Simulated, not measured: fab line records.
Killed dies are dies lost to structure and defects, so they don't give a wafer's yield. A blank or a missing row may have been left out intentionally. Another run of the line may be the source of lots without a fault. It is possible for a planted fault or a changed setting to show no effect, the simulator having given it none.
fab line records ; flow gf180mcu
record lots=24; wafers=72; last_day=35
route steps=602 shown V3@444 MIM@513 M5@533 V5@545
lots that met no fault: taken from a fault-free run of the same line
start_h: the number of hours between the record's first day and the start of the first shown wafer of the lot ; wait_h: how many hours have passed since the lot's step before this one ; " repeats the value in the row above ; L1.1+2: one row covering several wafers at once ; - value missing, or start not given ; * or withheld: withheld ; < > ~ a bound
route shown NAME@n: a module of which the file shows steps, and the number in the route of the first ; usual: mean and standard deviation over wafers with no fault ; same: alike in all rows ; chamber/n: place in a boat ; sites: the reading at each site ; _std_site: the standard deviation of these ; _edge_site: inner sites' mean taken away from outer sites' mean ; radius_mm: how far each site lies from the wafer's centre ; mask NAME#n: copy n ; behind: tool/chamber where the wafer was last shaped ; hold: cause of the lot's hold/its duration in hours/its outcome ; device: the n, p or np transistor that did not switch ; end of line: tests of these same wafers at the route's end ; where a step has no rows: the recipe by itself ; killed: dies that structure and defects cost at the first sort, which is not the same as the wafer's yield ; map: a wafer's dies, x killed, . not, _ none there
set.NAME: setting as actually run; set.NAME@STEP: the setting as run at that earlier step ; model.NAME: the simulator's own value behind a step, which no gauge read
one table for each step of the route and one row for each wafer, over a sample of lots
services: the hour from which a tool's chamber was out of use, counted from the record's first day as start_h (under 0 if before that day), plus the number of hours and why
## steps
# step GF_V3_OVL_MEAS_15
# usual V3_OVL=-4/5.2
lot.wafer;tool;chamber;start_h;wait_h;V3_OVL[nm]
L074.2;overlay-01;-;525.10;0.1;-1
L074.4;overlay-01;-;525.10;0.1;-6
L074.6;overlay-01;-;525.10;0.1;-1
L075.2;overlay-01;-;530.21;0.1;-5
L075.3;overlay-01;-;530.21;0.1;-3
L075.5;overlay-01;-;530.21;0.1;-7
L076.1;overlay-01;-;543.30;0.1;-3
L076.3;overlay-01;-;543.30;0.1;-12
L076.5;overlay-01;-;543.30;0.1;-5
L077.1;overlay-02;-;557.63;0.1;-9
L077.5;overlay-02;-;557.63;0.1;-11
L077.6;overlay-02;-;557.63;0.1;-14
L078.2;overlay-01;-;558.45;0.1;-3
L078.3;overlay-01;-;558.45;0.1;-7
L078.5;overlay-01;-;558.45;0.1;-9
L079.1;overlay-01;-;564.61;0.1;-1
L079.2;overlay-01;-;564.61;0.1;-11
L079.4;overlay-01;-;564.61;0.1;-10
L080.1;overlay-01;-;582.68;0.1;-6
L080.2;overlay-01;-;582.68;0.1;-5
L080.4;overlay-01;-;582.68;0.1;-2
L081.1;overlay-01;-;586.80;0.1;-2
L081.2;overlay-01;-;586.80;0.1;0
L081.5;overlay-01;-;586.80;0.1;6
L082.1;overlay-01;-;590.20;0.1;-5
L082.4;overlay-01;-;590.20;0.1;-11
L082.5;overlay-01;-;590.20;0.1;-5
L083.3;overlay-01;-;598.30;0.1;-14
L083.4;overlay-01;-;598.30;0.1;-12
L083.6;overlay-01;-;598.30;0.1;-10
L084.1;overlay-01;-;607.38;0.1;-7
L084.4;overlay-01;-;607.38;0.1;-9
L084.6;overlay-01;-;607.38;0.1;-8
L085.2;overlay-01;-;613.81;0.1;1
L085.3;overlay-01;-;613.81;0.1;1
L085.4;overlay-01;-;613.81;0.1;-2
L086.2;overlay-01;-;622.93;0.1;-9
L086.4;overlay-01;-;622.93;0.1;-5
L086.5;overlay-01;-;622.93;0.1;-9
L087.3;overlay-02;-;633.04;0.1;-5
L087.4;overlay-02;-;633.04;0.1;-9
L087.6;overlay-02;-;633.04;0.1;-11
L088.1;overlay-02;-;642.49;0.1;-6
L088.2;overlay-02;-;642.49;0.1;-10
L088.4;overlay-02;-;642.49;0.1;-8
L089.3;overlay-01;-;646.55;0.1;4
L089.4;overlay-01;-;646.55;0.1;-5
L089.5;overlay-01;-;646.55;0.1;0
L091.2;overlay-01;-;662.35;0.1;2
L091.4;overlay-01;-;662.35;0.1;-1
L091.6;overlay-01;-;662.35;0.1;-5
L090.3;overlay-02;-;663.67;0.1;-2
L090.4;overlay-02;-;663.67;0.1;4
L090.5;overlay-02;-;663.67;0.1;-2
L092.1;overlay-02;-;668.64;0.1;-13
L092.2;overlay-02;-;668.64;0.1;-8
L092.6;overlay-02;-;668.64;0.1;-1
L093.1;overlay-02;-;676.24;0.1;-3
L093.2;overlay-02;-;676.24;0.1;-7
L093.6;overlay-02;-;676.24;0.1;-4
L095.3;overlay-01;-;686.82;0.1;-8
L095.5;overlay-01;-;686.82;0.1;2
L095.6;overlay-01;-;686.82;0.1;0
L094.2;overlay-01;-;688.90;0.1;4
L094.5;overlay-01;-;688.90;0.1;-8
L094.6;overlay-01;-;688.90;0.1;4
L096.3;overlay-01;-;694.04;0.1;0
L096.4;overlay-01;-;694.04;0.1;6
L096.5;overlay-01;-;694.04;0.1;-5
L097.1;overlay-01;-;705.60;0.1;1
L097.3;overlay-01;-;705.60;0.1;6
L097.4;overlay-01;-;705.60;0.1;-2
# step GF_V3_ETCH_17
# recipe chemistry=C4F8/O2/Ar; mask_material=KrF; target=SiO2; stop_on=TiN; source_w=1500; bias_w=1200; pressure_mtorr=40; c4f8_flow_sccm=withheld; O2_flow_sccm=6; Ar_flow_sccm=300; time_s=withheld; target_depth_a=6350
# usual oes_product_au=0.856/0.0048
lot.wafer;tool;chamber;start_h;wait_h;oes_product_au
L074.2;rie_diel-04;1;-;-;0.856
L074.4;rie_diel-04;0;-;-;0.862
L074.6;rie_diel-04;1;-;-;0.856
L075.2;rie_diel-02;1;-;-;0.855
L075.3;rie_diel-02;3;-;-;0.860
L075.5;rie_diel-02;2;-;-;0.853
L076.1;rie_diel-03;1;-;-;0.859
L076.3;rie_diel-03;2;-;-;0.851
L076.5;rie_diel-03;0;-;-;0.860
L077.1;rie_diel-02;3;-;-;0.858
L077.5;rie_diel-02;3;-;-;0.861
L077.6;rie_diel-02;1;-;-;0.862
L078.2;rie_diel-04;1;-;-;0.851
L078.3;rie_diel-04;2;-;-;0.859
L078.5;rie_diel-04;3;-;-;0.858
L079.1;rie_diel-03;0;-;-;0.857
L079.2;rie_diel-03;1;-;-;0.852
L079.4;rie_diel-03;3;-;-;0.860
L080.1;rie_diel-04;1;-;-;0.868
L080.2;rie_diel-04;0;-;-;0.863
L080.4;rie_diel-04;2;-;-;0.850
L081.1;rie_diel-02;2;-;-;0.859
L081.2;rie_diel-02;0;-;-;0.864
L081.5;rie_diel-02;1;-;-;0.855
L082.1;rie_diel-04;0;-;-;0.860
L082.4;rie_diel-04;0;-;-;0.856
L082.5;rie_diel-04;2;-;-;0.861
L083.3;rie_diel-02;3;-;-;0.853
L083.4;rie_diel-02;0;-;-;0.845
L083.6;rie_diel-02;3;-;-;0.862
L084.1;rie_diel-03;1;-;-;0.854
L084.4;rie_diel-03;0;-;-;0.846
L084.6;rie_diel-03;2;-;-;0.850
L085.2;rie_diel-02;2;-;-;0.863
L085.3;rie_diel-02;0;-;-;0.863
L085.4;rie_diel-02;2;-;-;0.852
L086.2;rie_diel-04;2;-;-;0.855
L086.4;rie_diel-04;3;-;-;0.847
L086.5;rie_diel-04;2;-;-;0.851
L087.3;rie_diel-03;0;-;-;0.849
L087.4;rie_diel-03;2;-;-;0.857
L087.6;rie_diel-03;3;-;-;0.856
L088.1;rie_diel-03;1;-;-;0.844
L088.2;rie_diel-03;3;-;-;0.862
L088.4;rie_diel-03;2;-;-;0.855
L089.3;rie_diel-02;0;-;-;0.857
L089.4;rie_diel-02;2;-;-;0.864
L089.5;rie_diel-02;2;-;-;0.857
L091.2;rie_diel-02;2;-;-;0.855
L091.4;rie_diel-02;0;-;-;0.856
L091.6;rie_diel-02;0;-;-;0.860
L090.3;rie_diel-03;1;-;-;0.856
L090.4;rie_diel-03;2;-;-;0.848
L090.5;rie_diel-03;1;-;-;0.858
L092.1;rie_diel-02;0;-;-;0.864
L092.2;rie_diel-02;2;-;-;0.852
L092.6;rie_diel-02;2;-;-;0.851
L093.1;rie_diel-04;1;-;-;0.861
L093.2;rie_diel-04;3;-;-;0.857
L093.6;rie_diel-04;2;-;-;0.851
L095.3;rie_diel-03;2;-;-;0.848
L095.5;rie_diel-03;1;-;-;0.856
L095.6;rie_diel-03;0;-;-;0.855
L094.2;rie_diel-03;0;-;-;0.859
L094.5;rie_diel-03;2;-;-;0.855
L094.6;rie_diel-03;3;-;-;0.853
L096.3;rie_diel-04;1;-;-;0.852
L096.4;rie_diel-04;2;-;-;0.849
L096.5;rie_diel-04;3;-;-;0.850
L097.1;rie_diel-02;3;-;-;0.859
L097.3;rie_diel-02;2;-;-;0.863
L097.4;rie_diel-02;1;-;-;0.852
# step GF_MIM_RS_MEAS_10
# recipe thk_meas_gauge=four-point-probe; reads=TiN_of_MIM_SPUTTER_09+AlCu_of_MIM_SPUTTER_08+TiN_of_MIM_SPUTTER_07
# usual MIM_ALCU_RS=0.1597/0.0024
lot.wafer;tool;chamber;start_h;wait_h;MIM_ALCU_RS[ohm/sq]
L074.2;film_metro-02;-;576.46;0.0;0.1585
L074.4;film_metro-02;-;576.46;0.0;0.1627
L074.6;film_metro-02;-;576.46;0.0;0.1569
L075.2;film_metro-04;-;580.34;0.0;0.1553
L075.3;film_metro-04;-;580.34;0.0;0.1561
L075.5;film_metro-04;-;580.34;0.0;0.1573
L076.1;film_metro-02;-;592.34;0.0;0.1609
L076.3;film_metro-02;-;592.34;0.0;0.1621
L076.5;film_metro-02;-;592.34;0.0;0.1629
L077.1;film_metro-03;-;605.89;0.0;0.1567
L077.5;film_metro-03;-;605.89;0.0;0.1619
L077.6;film_metro-03;-;605.89;0.0;0.1616
L078.2;film_metro-04;-;607.60;0.0;0.1608
L078.3;film_metro-04;-;607.60;0.0;0.1551
L078.5;film_metro-04;-;607.60;0.0;0.1572
L079.1;film_metro-04;-;612.97;0.0;0.1624
L079.2;film_metro-04;-;612.97;0.0;0.1644
L079.4;film_metro-04;-;612.97;0.0;0.1608
L080.1;film_metro-02;-;630.28;0.0;0.1606
L080.2;film_metro-02;-;630.28;0.0;0.1635
L080.4;film_metro-02;-;630.28;0.0;0.1597
L081.1;film_metro-02;-;634.77;0.0;0.1616
L081.2;film_metro-02;-;634.77;0.0;0.1572
L081.5;film_metro-02;-;634.77;0.0;0.1622
L082.1;film_metro-02;-;637.40;0.0;0.1636
L082.4;film_metro-02;-;637.40;0.0;0.1590
L082.5;film_metro-02;-;637.40;0.0;0.1598
L083.3;film_metro-04;-;645.66;0.1;0.1618
L083.4;film_metro-04;-;645.66;0.1;0.1611
L083.6;film_metro-04;-;645.66;0.1;0.1595
L084.1;film_metro-02;-;653.10;0.0;0.1574
L084.4;film_metro-02;-;653.10;0.0;0.1550
L084.6;film_metro-02;-;653.10;0.0;0.1550
L085.2;film_metro-03;-;659.59;0.0;0.1618
L085.3;film_metro-03;-;659.59;0.0;0.1594
L085.4;film_metro-03;-;659.59;0.0;0.1582
L086.2;film_metro-04;-;668.76;0.0;0.1569
L086.4;film_metro-04;-;668.76;0.0;0.1543
L086.5;film_metro-04;-;668.76;0.0;0.1546
L087.3;film_metro-03;-;677.67;0.1;0.1618
L087.4;film_metro-03;-;677.67;0.1;0.1618
L087.6;film_metro-03;-;677.67;0.1;0.1601
L088.1;film_metro-02;-;686.68;0.0;0.1598
L088.2;film_metro-02;-;686.68;0.0;0.1577
L088.4;film_metro-02;-;686.68;0.0;0.1589
L089.3;film_metro-04;-;690.75;0.1;0.1588
L089.4;film_metro-04;-;690.75;0.1;0.1571
L089.5;film_metro-04;-;690.75;0.1;0.1560
L091.2;film_metro-02;-;706.20;0.0;0.1628
L091.4;film_metro-02;-;706.20;0.0;0.1585
L091.6;film_metro-02;-;706.20;0.0;0.1602
L090.3;film_metro-02;-;706.80;0.1;0.1617
L090.4;film_metro-02;-;706.80;0.1;0.1588
L090.5;film_metro-02;-;706.80;0.1;0.1627
L092.1;film_metro-03;-;711.53;0.0;0.1590
L092.2;film_metro-03;-;711.53;0.0;0.1608
L092.6;film_metro-03;-;711.53;0.0;0.1571
L093.1;film_metro-03;-;718.96;0.0;0.1587
L093.2;film_metro-03;-;718.96;0.0;0.1574
L093.6;film_metro-03;-;718.96;0.0;0.1577
L095.3;film_metro-02;-;728.39;0.1;0.1574
L095.5;film_metro-02;-;728.39;0.1;0.1616
L095.6;film_metro-02;-;728.39;0.1;0.1579
L094.2;film_metro-02;-;730.63;0.0;0.1602
L094.5;film_metro-02;-;730.63;0.0;0.1641
L094.6;film_metro-02;-;730.63;0.0;0.1646
L096.3;film_metro-03;-;735.39;0.1;0.1586
L096.4;film_metro-03;-;735.39;0.1;0.1624
L096.5;film_metro-03;-;735.39;0.1;0.1586
L097.1;film_metro-02;-;746.32;0.0;0.1571
L097.3;film_metro-02;-;746.32;0.0;0.1589
L097.4;film_metro-02;-;746.32;0.0;0.1613
# step GF_M5_CD_MEAS_07
# recipe target_cd_nm=280
# usual cd_nm=280.0/1.2
lot.wafer;tool;chamber;start_h;wait_h;cd_nm
L074.2;cd_sem-01;-;619.57;0.2;279.8
L074.4;cd_sem-01;-;619.57;0.2;280.8
L074.6;cd_sem-01;-;619.57;0.2;280.5
L075.2;cd_sem-02;-;623.00;0.1;279.7
L075.3;cd_sem-02;-;623.00;0.1;279.2
L075.5;cd_sem-02;-;623.00;0.1;279.2
L076.1;cd_sem-02;-;633.97;0.1;280.0
L076.3;cd_sem-02;-;633.97;0.1;280.2
L076.5;cd_sem-02;-;633.97;0.1;280.1
L077.1;cd_sem-02;-;647.88;0.1;281.7
L077.5;cd_sem-02;-;647.88;0.1;281.5
L077.6;cd_sem-02;-;647.88;0.1;283.5
L078.2;cd_sem-01;-;649.58;0.1;280.9
L078.3;cd_sem-01;-;649.58;0.1;279.7
L078.5;cd_sem-01;-;649.58;0.1;279.5
L079.1;cd_sem-02;-;653.92;0.1;278.2
L079.2;cd_sem-02;-;653.92;0.1;277.5
L079.4;cd_sem-02;-;653.92;0.1;278.7
L080.1;cd_sem-02;-;670.42;0.1;280.7
L080.2;cd_sem-02;-;670.42;0.1;280.3
L080.4;cd_sem-02;-;670.42;0.1;280.3
L081.1;cd_sem-02;-;673.32;0.1;281.1
L081.2;cd_sem-02;-;673.32;0.1;279.6
L081.5;cd_sem-02;-;673.32;0.1;280.8
L082.1;cd_sem-01;-;676.88;0.1;280.9
L082.4;cd_sem-01;-;676.88;0.1;280.0
L082.5;cd_sem-01;-;676.88;0.1;281.2
L083.3;cd_sem-02;-;685.12;0.1;277.9
L083.4;cd_sem-02;-;685.12;0.1;278.2
L083.6;cd_sem-02;-;685.12;0.1;279.3
L084.1;cd_sem-01;-;692.44;0.2;279.7
L084.4;cd_sem-01;-;692.44;0.2;279.1
L084.6;cd_sem-01;-;692.44;0.2;279.6
L085.2;cd_sem-02;-;699.09;0.1;280.0
L085.3;cd_sem-02;-;699.09;0.1;281.9
L085.4;cd_sem-02;-;699.09;0.1;279.5
L086.2;cd_sem-01;-;707.18;0.1;281.9
L086.4;cd_sem-01;-;707.18;0.1;280.1
L086.5;cd_sem-01;-;707.18;0.1;280.3
L087.3;cd_sem-01;-;715.41;0.1;280.4
L087.4;cd_sem-01;-;715.41;0.1;280.0
L087.6;cd_sem-01;-;715.41;0.1;280.5
L088.1;cd_sem-01;-;723.58;0.1;280.3
L088.2;cd_sem-01;-;723.58;0.1;281.3
L088.4;cd_sem-01;-;723.58;0.1;281.4
L089.3;cd_sem-02;-;727.62;0.1;280.3
L089.4;cd_sem-02;-;727.62;0.1;280.4
L089.5;cd_sem-02;-;727.62;0.1;279.9
L091.2;cd_sem-02;-;741.24;0.1;281.4
L091.4;cd_sem-02;-;741.24;0.1;281.6
L091.6;cd_sem-02;-;741.24;0.1;281.7
L090.3;cd_sem-01;-;742.56;0.1;279.1
L090.4;cd_sem-01;-;742.56;0.1;279.2
L090.5;cd_sem-01;-;742.56;0.1;279.7
L092.1;cd_sem-02;-;747.01;0.1;280.6
L092.2;cd_sem-02;-;747.01;0.1;280.7
L092.6;cd_sem-02;-;747.01;0.1;280.0
L093.1;cd_sem-02;-;755.21;0.1;278.9
L093.2;cd_sem-02;-;755.21;0.1;279.4
L093.6;cd_sem-02;-;755.21;0.1;279.2
L095.3;cd_sem-01;-;762.76;0.1;280.3
L095.5;cd_sem-01;-;762.76;0.1;280.7
L095.6;cd_sem-01;-;762.76;0.1;280.1
L094.2;cd_sem-02;-;764.64;0.1;279.0
L094.5;cd_sem-02;-;764.64;0.1;278.8
L094.6;cd_sem-02;-;764.64;0.1;280.5
L096.3;cd_sem-02;-;769.66;0.1;278.7
L096.4;cd_sem-02;-;769.66;0.1;277.8
L096.5;cd_sem-02;-;769.66;0.1;279.0
L097.1;cd_sem-02;-;778.93;0.1;280.3
L097.3;cd_sem-02;-;778.93;0.1;279.5
L097.4;cd_sem-02;-;778.93;0.1;280.1
# step GF_V5_BOW_MEAS_05
# recipe mode=bow
# usual V5_BOW=131/11
lot.wafer;tool;chamber;start_h;wait_h;V5_BOW[um]
L074.2;film_metro-03;-;620.98;0.1;135
L074.4;film_metro-03;-;620.98;0.1;136
L074.6;film_metro-03;-;620.98;0.1;135
L075.2;film_metro-04;-;624.47;0.1;128
L075.3;film_metro-04;-;624.47;0.1;119
L075.5;film_metro-04;-;624.47;0.1;137
L076.1;film_metro-04;-;635.51;0.2;151
L076.3;film_metro-04;-;635.51;0.2;160
L076.5;film_metro-04;-;635.51;0.2;145
L077.1;film_metro-03;-;649.43;0.1;156
L077.5;film_metro-03;-;649.43;0.1;155
L077.6;film_metro-03;-;649.43;0.1;139
L078.2;film_metro-04;-;651.12;0.2;132
L078.3;film_metro-04;-;651.12;0.2;130
L078.5;film_metro-04;-;651.12;0.2;132
L079.1;film_metro-04;-;655.34;0.2;113
L079.2;film_metro-04;-;655.34;0.2;129
L079.4;film_metro-04;-;655.34;0.2;127
L080.1;film_metro-04;-;671.96;0.1;146
L080.2;film_metro-04;-;671.96;0.1;147
L080.4;film_metro-04;-;671.96;0.1;141
L081.1;film_metro-04;-;674.86;0.1;134
L081.2;film_metro-04;-;674.86;0.1;134
L081.5;film_metro-04;-;674.86;0.1;126
L082.1;film_metro-04;-;678.52;0.2;129
L082.4;film_metro-04;-;678.52;0.2;135
L082.5;film_metro-04;-;678.52;0.2;149
L083.3;film_metro-03;-;686.71;0.2;119
L083.4;film_metro-03;-;686.71;0.2;126
L083.6;film_metro-03;-;686.71;0.2;143
L084.1;film_metro-04;-;693.98;0.2;128
L084.4;film_metro-04;-;693.98;0.2;139
L084.6;film_metro-04;-;693.98;0.2;145
L085.2;film_metro-04;-;700.63;0.2;127
L085.3;film_metro-04;-;700.63;0.2;138
L085.4;film_metro-04;-;700.63;0.2;122
L086.2;film_metro-04;-;709.45;0.1;113
L086.4;film_metro-04;-;709.45;0.1;114
L086.5;film_metro-04;-;709.45;0.1;126
L087.3;film_metro-04;-;716.82;0.3;134
L087.4;film_metro-04;-;716.82;0.3;131
L087.6;film_metro-04;-;716.82;0.3;141
L088.1;film_metro-03;-;725.00;0.2;130
L088.2;film_metro-03;-;725.00;0.2;133
L088.4;film_metro-03;-;725.00;0.2;130
L089.3;film_metro-04;-;729.04;0.2;113
L089.4;film_metro-04;-;729.04;0.2;107
L089.5;film_metro-04;-;729.04;0.2;115
L091.2;film_metro-04;-;742.70;0.2;137
L091.4;film_metro-04;-;742.70;0.2;148
L091.6;film_metro-04;-;742.70;0.2;147
L090.3;film_metro-03;-;744.03;0.2;123
L090.4;film_metro-03;-;744.03;0.2;136
L090.5;film_metro-03;-;744.03;0.2;122
L092.1;film_metro-03;-;748.42;0.2;109
L092.2;film_metro-03;-;748.42;0.2;125
L092.6;film_metro-03;-;748.42;0.2;113
L093.1;film_metro-03;-;756.62;0.1;133
L093.2;film_metro-03;-;756.62;0.1;132
L093.6;film_metro-03;-;756.62;0.1;134
L095.3;film_metro-04;-;765.94;0.3;113
L095.5;film_metro-04;-;765.94;0.3;125
L095.6;film_metro-04;-;765.94;0.3;118
L094.2;film_metro-03;-;766.53;0.2;121
L094.5;film_metro-03;-;766.53;0.2;130
L094.6;film_metro-03;-;766.53;0.2;120
L096.3;film_metro-04;-;771.12;0.2;139
L096.4;film_metro-04;-;771.12;0.2;119
L096.5;film_metro-04;-;771.12;0.2;140
L097.1;film_metro-03;-;780.35;0.2;126
L097.3;film_metro-03;-;780.35;0.2;132
L097.4;film_metro-03;-;780.35;0.2;123
# step GF_V5_STRIP_18
# recipe chemistry=O2/N2; power_w=1400; pressure_mtorr=1500; platen_temp_c=250; o2_flow_sccm=3000; n2_flow_sccm=300; overash_fraction=0.5
# usual drypump_motor_current_A=5.60/0.21; heater_power_w=322/38; n2_flow_sccm=300.0/0.91; oes_product_au=0.568/0.0055
lot.wafer;tool;chamber;start_h;wait_h;drypump_motor_current_A;heater_power_w;n2_flow_sccm;oes_product_au;rf_hours_counter_h
L074.2;plasma_asher-01;1;641.98;-;5.69;360;299.9;0.569;22
L074.4;plasma_asher-01;0;641.98;-;5.64;337;299.8;0.572;-
L074.6;plasma_asher-01;1;641.98;-;5.69;371;301.0;0.582;-
L075.2;plasma_asher-02;1;645.37;-;5.56;253;299.2;0.574;47
L075.3;plasma_asher-02;0;645.37;-;5.79;360;299.3;0.564;-
L075.5;plasma_asher-02;0;645.37;-;5.84;355;300.0;0.568;-
L076.1;plasma_asher-01;0;655.83;-;5.65;350;300.2;0.572;23
L076.3;plasma_asher-01;1;655.83;-;5.70;365;298.6;0.574;-
L076.5;plasma_asher-01;0;655.83;-;5.67;339;300.8;0.568;-
L077.1;plasma_asher-02;0;669.57;-;5.85;363;299.1;0.568;50
L077.5;plasma_asher-02;1;669.57;-;5.61;260;299.7;0.573;-
L077.6;plasma_asher-02;0;669.57;-;5.86;344;299.5;0.587;-
L078.2;plasma_asher-01;0;671.08;-;5.66;345;300.5;0.570;25
L078.3;plasma_asher-01;1;671.08;-;5.65;357;301.4;0.566;-
L078.5;plasma_asher-01;0;671.08;-;5.68;341;298.8;0.564;-
L079.1;plasma_asher-02;0;674.97;-;5.81;357;299.5;0.559;51
L079.2;plasma_asher-02;1;674.97;-;5.57;265;300.8;0.582;51
L079.4;plasma_asher-02;1;674.97;-;5.57;260;299.6;0.579;-
L080.1;plasma_asher-03;1;691.32;-;5.57;299;299.5;0.570;99
L080.2;plasma_asher-03;0;691.32;-;5.09;311;299.3;0.561;99
L080.4;plasma_asher-03;1;691.32;-;5.58;308;299.1;0.562;-
L081.1;plasma_asher-02;0;694.53;-;5.83;353;300.3;0.561;53
L081.2;plasma_asher-02;1;694.53;-;5.61;263;300.5;0.567;53
L081.5;plasma_asher-02;0;694.53;-;5.84;359;300.1;0.580;-
L082.1;plasma_asher-03;1;697.78;-;5.57;307;299.2;0.559;100
L082.4;plasma_asher-03;0;697.78;-;5.08;310;298.8;0.560;-
L082.5;plasma_asher-03;1;697.78;-;5.58;306;299.9;0.566;-
L083.3;plasma_asher-01;1;705.06;-;5.70;366;299.2;0.561;-
L083.4;plasma_asher-01;0;705.06;-;5.67;341;302.6;0.564;-
L083.6;plasma_asher-01;1;705.06;-;5.69;367;300.0;0.569;-
L084.1;plasma_asher-01;0;713.49;-;5.67;338;299.0;0.572;29
L084.4;plasma_asher-01;1;713.49;-;5.66;361;300.4;0.565;-
L084.6;plasma_asher-01;0;713.49;-;5.66;346;300.3;0.565;-
L085.2;plasma_asher-02;0;719.18;-;5.81;357;302.9;0.569;56
L085.3;plasma_asher-02;1;719.18;-;5.55;259;298.8;0.566;-
L085.4;plasma_asher-02;0;719.18;-;5.81;353;302.2;0.565;-
L086.2;plasma_asher-03;0;727.73;-;5.12;307;300.3;0.573;102
L086.4;plasma_asher-03;1;727.73;-;5.58;305;299.8;0.564;-
L086.5;plasma_asher-03;1;727.73;-;5.58;304;298.6;0.569;-
L087.3;plasma_asher-02;1;735.42;-;5.57;264;300.7;0.563;-
L087.4;plasma_asher-02;0;735.42;-;5.81;352;299.2;0.567;-
L087.6;plasma_asher-02;0;735.42;-;5.80;356;299.1;0.571;-
L088.1;plasma_asher-03;1;742.77;-;5.57;300;299.7;0.562;104
L088.2;plasma_asher-03;0;742.77;-;5.11;307;301.9;0.570;104
L088.4;plasma_asher-03;0;742.77;-;5.10;303;301.5;0.566;-
L089.3;plasma_asher-03;0;747.32;-;5.09;303;300.5;0.561;-
L089.4;plasma_asher-03;1;747.32;-;5.58;305;299.2;0.564;-
L089.5;plasma_asher-03;1;747.32;-;5.58;308;299.7;0.560;-
L091.2;plasma_asher-01;1;759.89;-;5.68;367;299.8;0.563;34
L091.4;plasma_asher-01;0;759.89;-;5.67;347;299.8;0.561;-
L091.6;plasma_asher-01;1;759.89;-;5.67;360;299.9;0.571;-
L090.3;plasma_asher-03;0;761.16;-;5.11;306;298.3;0.580;-
L090.4;plasma_asher-03;1;761.16;-;5.57;310;300.7;0.569;-
L090.5;plasma_asher-03;0;761.16;-;5.11;297;299.2;0.561;-
L092.1;plasma_asher-01;0;765.42;-;5.62;342;301.1;0.566;34
L092.2;plasma_asher-01;1;765.42;-;5.67;364;300.2;0.568;34
L092.6;plasma_asher-01;0;765.42;-;5.63;335;299.8;0.568;-
L093.1;plasma_asher-02;0;772.58;-;5.82;361;298.7;0.554;61
L093.2;plasma_asher-02;1;772.58;-;5.55;256;300.5;0.564;61
L093.6;plasma_asher-02;0;772.58;-;5.78;358;299.0;0.567;-
L095.3;plasma_asher-02;1;782.00;-;5.57;261;301.2;0.576;-
L095.5;plasma_asher-02;1;782.00;-;5.57;257;301.8;0.571;-
L095.6;plasma_asher-02;0;782.00;-;5.82;360;300.3;0.565;-
L094.2;plasma_asher-02;1;782.78;-;5.56;254;299.4;0.572;62
L094.5;plasma_asher-02;1;782.78;-;5.56;257;299.6;0.566;-
L094.6;plasma_asher-02;0;782.78;-;5.83;358;300.2;0.572;-
L096.3;plasma_asher-02;1;787.46;-;5.57;264;300.2;0.571;-
L096.4;plasma_asher-02;0;787.46;-;5.83;353;301.2;0.563;-
L096.5;plasma_asher-02;0;787.46;-;5.82;361;301.0;0.575;-
L097.1;plasma_asher-01;1;796.28;-;5.69;371;299.4;0.566;38
L097.3;plasma_asher-01;1;796.28;-;5.68;369;300.1;0.568;-
L097.4;plasma_asher-01;0;796.28;-;5.66;334;300.0;0.562;-
## services
tool;chamber;start_h;hours;kind
plasma_asher-03;-;501.71;2.8;pm
rie_diel-03;3;503.78;2.7;repair
plasma_asher-03;-;534.48;2.7;repair
rie_diel-02;0;549.09;-;clean
rie_diel-02;0;549.09;18.6;scheduled_down
plasma_asher-02;-;568.02;2.5;repair
plasma_asher-01;-;569.17;10.5;repair
rie_diel-04;-;572.33;2.8;pm
rie_diel-04;3;588.83;9.8;repair
rie_diel-04;3;639.22;5.9;repair
rie_diel-04;2;643.73;11.2;repair
rie_diel-03;-;648.69;2.8;pm
rie_diel-03;2;653.27;2.6;repair
rie_diel-04;3;668.99;2.6;repair
rie_diel-02;0;676.98;7.7;repair
plasma_asher-01;-;689.18;4.3;pm
plasma_asher-02;-;692.31;2.2;repair
rie_diel-04;3;713.76;11.6;repair
plasma_asher-02;-;729.48;2.7;repair
rie_diel-04;3;733.63;7.9;repair
rie_diel-02;0;746.32;1.9;repair
plasma_asher-03;-;755.26;2.9;repair
rie_diel-02;-;758.75;2.0;repair
rie_diel-03;1;780.91;19.9;repair
## key
fault none
